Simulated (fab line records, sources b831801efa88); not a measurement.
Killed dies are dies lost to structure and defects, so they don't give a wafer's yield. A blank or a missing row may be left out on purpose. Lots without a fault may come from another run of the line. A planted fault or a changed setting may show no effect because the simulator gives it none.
Which tool did it? | flow gf180mcu | 12 lots, 36 wafers sampled, at 5 steps of a route of 602

WHAT THE GAUGES READ, wafer by wafer
GF_M2_OVL_MEAS_15. Usual: M2_OVL -1 nm, standard deviation 5.9.
lot  | measured     | on         | M2_OVL (nm) | flag
L175 | day 19 02:30 | overlay-01 | 1 1 -1      |
L176 | day 19 19:35 | overlay-02 | 2 6 3       |
L177 | day 20 06:06 | overlay-02 | -6 -5 -6    |
L178 | day 20 14:55 | overlay-02 | -8 -2 -9    |
L179 | day 21 06:06 | overlay-01 | -4 1 3      |
L182 | day 21 23:15 | overlay-02 | 4 2 -1      |
L183 | day 22 11:19 | overlay-01 | 4 -4 1      |
L184 | day 22 14:46 | overlay-01 | -1 -6 -2    |
L185 | day 23 02:28 | overlay-01 | 1 7 2       |
L186 | day 23 06:00 | overlay-01 | -10 -9 -8   |
L188 | day 23 23:31 | overlay-01 | -11 -3 -7   |
L195 | day 26 08:06 | overlay-02 | 0 -1 -2     |

GF_V5_THK_MEAS_01. Usual: V5_CVD_00_THK 301 nm, standard deviation 3.
lot  | measured     | on            | V5_CVD_00_THK (nm) | flag
L175 | day 26 07:41 | film_metro-04 | 301 302 302        |
L176 | day 26 22:23 | film_metro-02 | 304 304 303        |
L177 | day 27 07:04 | film_metro-02 | 302 299 302        |
L178 | day 27 13:20 | film_metro-04 | 299 301 300        |
L179 | day 28 03:05 | film_metro-01 | 307 304 304        |
L182 | day 28 16:24 | film_metro-01 | 300 304 305        |
L183 | day 29 01:16 | film_metro-02 | 301 302 304        |
L184 | day 29 04:20 | film_metro-04 | 299 302 301        |
L185 | day 29 15:53 | film_metro-04 | 300 299 299        |
L186 | day 29 16:57 | film_metro-04 | 303 297 301        |
L188 | day 30 06:58 | film_metro-01 | 305 305 302        |
L195 | day 32 06:19 | film_metro-04 | 303 302 303        |

WHICH TOOL RAN EACH LOT (tool, then ch and the chambers of the sampled wafers, then the start)
lot  | GF_V4_CMP_04                  | GF_V4_ETCH_16                      | GF_V4_ETCH_17
L175 | cmp-01 ch 2,3, day 23 09:46   | rie_diel-01 ch 0,2,3, day 24 08:40 | rie_diel-01 ch 0,2,3, day 26 07:41 or earlier
L176 | cmp-01 ch 0,3, day 24 01:43   | rie_diel-04 ch 0,2, day 25 00:07   | rie_diel-04 ch 0,2, day 26 22:23 or earlier
L177 | cmp-01 ch 0,1,2, day 24 11:45 | rie_diel-01 ch 0,2,3, day 25 10:17 | rie_diel-01 ch 0,2,3, day 27 07:04 or earlier
L178 | cmp-02 ch 0,2,3, day 24 18:19 | rie_diel-01 ch 0,1, day 25 17:20   | rie_diel-01 ch 0,1, day 27 13:20 or earlier
L179 | cmp-01 ch 0,2,3, day 25 08:46 | rie_diel-04 ch 0,1, day 26 06:53   | rie_diel-04 ch 0,1, day 28 03:05 or earlier
L182 | cmp-02 ch 0,1,2, day 26 00:26 | rie_diel-03 ch 2,3, day 26 22:04   | rie_diel-03 ch 2,3, day 28 16:24 or earlier
L183 | cmp-01 ch 0,2,3, day 26 10:49 | rie_diel-01 ch 0,3, day 27 07:34   | rie_diel-01 ch 0,3, day 29 01:16 or earlier
L184 | cmp-01 ch 0,1,3, day 26 13:16 | rie_diel-01 ch 0,1,3, day 27 10:25 | rie_diel-01 ch 0,1,3, day 29 04:20 or earlier
L185 | cmp-01 ch 1,2, day 27 01:25   | rie_diel-01 ch 0,1,3, day 27 22:01 | rie_diel-01 ch 0,1,3, day 29 15:53 or earlier
L186 | cmp-02 ch 1,2,3, day 27 04:34 | rie_diel-04 ch 1,2,3, day 28 00:35 | rie_diel-04 ch 1,2,3, day 29 16:57 or earlier
L188 | cmp-02 ch 0,3, day 27 19:12   | rie_diel-01 ch 1,3, day 28 14:19   | rie_diel-01 ch 1,3, day 30 06:58 or earlier
L195 | cmp-02 ch 0,1,3, day 29 22:08 | rie_diel-03 ch 0,2,3, day 30 16:49 | rie_diel-03 ch 0,2,3, day 32 06:19 or earlier
- GF_V4_CMP_04: polishes SiO2.
- GF_V4_ETCH_16: etches BARC in N2/H2.
- GF_V4_ETCH_17: etches SiO2 in C4F8/O2/Ar, stops on TiN, target depth 630 nm.

WHAT THE TOOLS THEMSELVES READ (means of the sampled wafers that have a number; where no wafer has one, the mark that the record gives instead)
GF_V4_CMP_04. Usual: motor_current_A 11.8 A, standard deviation 1.2; time_to_endpoint_s 82 s, standard deviation 5.9.
lot  | tool   | motor_current_A (A) | time_to_endpoint_s (s) | flag
L175 | cmp-01 | 11.0                | 83                     |
L176 | cmp-01 | 11.9                | 85                     |
L177 | cmp-01 | 12.7                | 85                     |
L178 | cmp-02 | 12.5                | 82                     |
L179 | cmp-01 | 11.4                | 84                     |
L182 | cmp-02 | 11.7                | 79                     |
L183 | cmp-01 | 11.2                | 77                     |
L184 | cmp-01 | 12.5                | 80                     |
L185 | cmp-01 | 12.3                | 81                     |
L186 | cmp-02 | 12.0                | 88                     |
L188 | cmp-02 | 11.7                | 80                     |
L195 | cmp-02 | 11.0                | 73                     |

GF_V4_ETCH_16. Usual: chamber_pressure_mTorr 30.00 mTorr, standard deviation 0.032; drypump_motor_current_A 5.9 A, standard deviation 0.3; oes_product_au 0.854 a.u., standard deviation 0.0051; throttle_valve_pct 13.225 %, standard deviation 0.0085.
lot  | tool        | chamber_pressure_mTorr (mTorr) | drypump_motor_current_A (A) | oes_product_au (a.u.) | throttle_valve_pct (%) | flag
L175 | rie_diel-01 | 30.01                          | 6.0                         | 0.846                 | 13.228                 |
L176 | rie_diel-04 | 30.00                          | 5.9                         | 0.853                 | 13.225                 |
L177 | rie_diel-01 | 29.99                          | 6.0                         | 0.854                 | 13.227                 |
L178 | rie_diel-01 | 29.99                          | 6.2                         | 0.853                 | 13.220                 |
L179 | rie_diel-04 | 30.00                          | 5.6                         | 0.856                 | 13.221                 |
L182 | rie_diel-03 | 30.01                          | 5.9                         | 0.850                 | 13.222                 |
L183 | rie_diel-01 | 30.01                          | 6.2                         | 0.857                 | 13.218                 |
L184 | rie_diel-01 | 30.03                          | 6.0                         | 0.854                 | 13.223                 |
L185 | rie_diel-01 | 30.00                          | 6.1                         | 0.857                 | 13.221                 |
L186 | rie_diel-04 | 29.98                          | 5.8                         | 0.850                 | 13.225                 |
L188 | rie_diel-01 | 29.99                          | 5.7                         | 0.854                 | 13.226                 |
L195 | rie_diel-03 | 29.99                          | 5.7                         | 0.856                 | 13.221                 |

GF_V4_ETCH_17. Usual: chamber_pressure_mTorr 40.00 mTorr, standard deviation 0.037; oes_product_au 0.856 a.u., standard deviation 0.0051.
lot  | tool        | chamber_pressure_mTorr (mTorr) | oes_product_au (a.u.) | flag
L175 | rie_diel-01 | 40.02                          | 0.854                 |
L176 | rie_diel-04 | 40.03                          | 0.855                 |
L177 | rie_diel-01 | 40.00                          | 0.855                 |
L178 | rie_diel-01 | 40.00                          | 0.852                 |
L179 | rie_diel-04 | 40.01                          | 0.858                 |
L182 | rie_diel-03 | 39.99                          | 0.856                 |
L183 | rie_diel-01 | 40.04                          | 0.855                 |
L184 | rie_diel-01 | 40.01                          | 0.850                 |
L185 | rie_diel-01 | 39.97                          | 0.851                 |
L186 | rie_diel-04 | 40.00                          | 0.856                 |
L188 | rie_diel-01 | 39.98                          | 0.855                 |
L195 | rie_diel-03 | 40.02                          | 0.873                 | OFF

THE ANSWER, worked out from the rows above alone
Rule: a lot is off if the mean of its wafers that have a number lies more than 3 standard deviations from the usual mean. A lot without any number at a reading at which 4 lots or more have one is off too. The other lots that the step has rows for count as sound. The gauges are gone through in route order, then the tools' own readings, and for those a lot's mean is taken as printed above. The first step at which some lot is off is used, and at that step the reading that is off furthest; a lot without a number counts as furthest.
Off: L195, at GF_V4_ETCH_17 (oes_product_au).
A tool fits if, at that step or a process step before it, it ran every lot that is off, and no sound lot after the first of them. GF_V4_ETCH_17 gives no start for some lots, so the hours and the order of its lots are those of GF_V5_THK_MEAS_01. Can't be told from this: 2 tools fit, cmp-02 at GF_V4_CMP_04, rie_diel-03 at GF_V4_ETCH_16 and GF_V4_ETCH_17.

WHAT THE SIMULATOR HAD PUT IN
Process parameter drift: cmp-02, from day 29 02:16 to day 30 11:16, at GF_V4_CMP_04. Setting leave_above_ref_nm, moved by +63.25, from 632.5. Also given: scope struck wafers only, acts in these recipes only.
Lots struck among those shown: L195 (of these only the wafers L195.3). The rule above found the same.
